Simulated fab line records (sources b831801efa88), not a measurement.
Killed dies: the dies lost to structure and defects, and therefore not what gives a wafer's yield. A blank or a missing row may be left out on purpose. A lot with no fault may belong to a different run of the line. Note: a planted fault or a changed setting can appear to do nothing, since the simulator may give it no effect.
Which tool is to blame? + flow gf180mcu + 7 lots, 19 wafers sampled, at 3 steps of a route of 602

WHAT THE GAUGES READ, wafer by wafer
GF_NSD_TW_MEAS_12.
| lot  | measured     | on            | NSD_TW         |
|------|--------------|---------------|----------------|
| L696 | day 14 14:22 | film_metro-02 | 4241 4216 4195 |
| L697 | day 15 05:44 | film_metro-02 | 4178 4182 4176 |
| L700 | day 16 08:08 | film_metro-03 | 4263 4254 4255 |
| L706 | day 18 20:56 | film_metro-03 | 4292 4276      |
| L708 | day 19 07:19 | film_metro-02 | 4241 4227      |
| L712 | day 20 07:37 | film_metro-02 | 4239 4232 4216 |
| L715 | day 20 23:47 | film_metro-02 | 4244 4227 4239 |

WHICH TOOL RAN EACH LOT (tool, then ch and the chambers of the sampled wafers, then the start)
| lot  | GF_NSD_COAT_02                    | GF_NSD_STRIP_11                      |
|------|-----------------------------------|--------------------------------------|
| L696 | litho_track-02 ch 0, day 14 02:44 | plasma_asher-04 ch 0,1, day 14 14:16 |
| L697 | litho_track-01 ch 0, day 14 18:40 | plasma_asher-02 ch 0,1, day 15 05:39 |
| L700 | litho_track-03 ch 0, day 15 20:21 | plasma_asher-02 ch 0,1, day 16 08:02 |
| L706 | litho_track-03 ch 0, day 18 08:03 | plasma_asher-04 ch 0,1, day 18 20:50 |
| L708 | litho_track-03 ch 0, day 18 18:51 | plasma_asher-04 ch 1, day 19 07:13   |
| L712 | litho_track-02 ch 0, day 19 19:01 | plasma_asher-02 ch 0,1, day 20 07:31 |
| L715 | litho_track-02 ch 0, day 20 11:10 | plasma_asher-03 ch 0,1, day 20 23:42 |
- GF_NSD_COAT_02: resist thk 1000 nm.
- GF_NSD_STRIP_11: strips in O2/N2.

THE ANSWER, worked out from the rows above alone
Rule: usual is defined by the lots themselves. The widest of any qualifying gaps counts: lots, ordered by their means at a reading, are off when they make up no more than a third of the lots, leave a main group of 4 or more, and stand apart from it by 3 or more times the standard deviation of that group's means. A main group is skipped when, at the precision printed for the reading in the tables above, its means are all equal. A lot without any number at a reading at which 4 lots or more have one is off too. Where the step has rows for the other lots, those lots are counted as sound.
Nothing can be told from this: no lot is off at any reading shown.

WHAT THE SIMULATOR HAD PUT IN
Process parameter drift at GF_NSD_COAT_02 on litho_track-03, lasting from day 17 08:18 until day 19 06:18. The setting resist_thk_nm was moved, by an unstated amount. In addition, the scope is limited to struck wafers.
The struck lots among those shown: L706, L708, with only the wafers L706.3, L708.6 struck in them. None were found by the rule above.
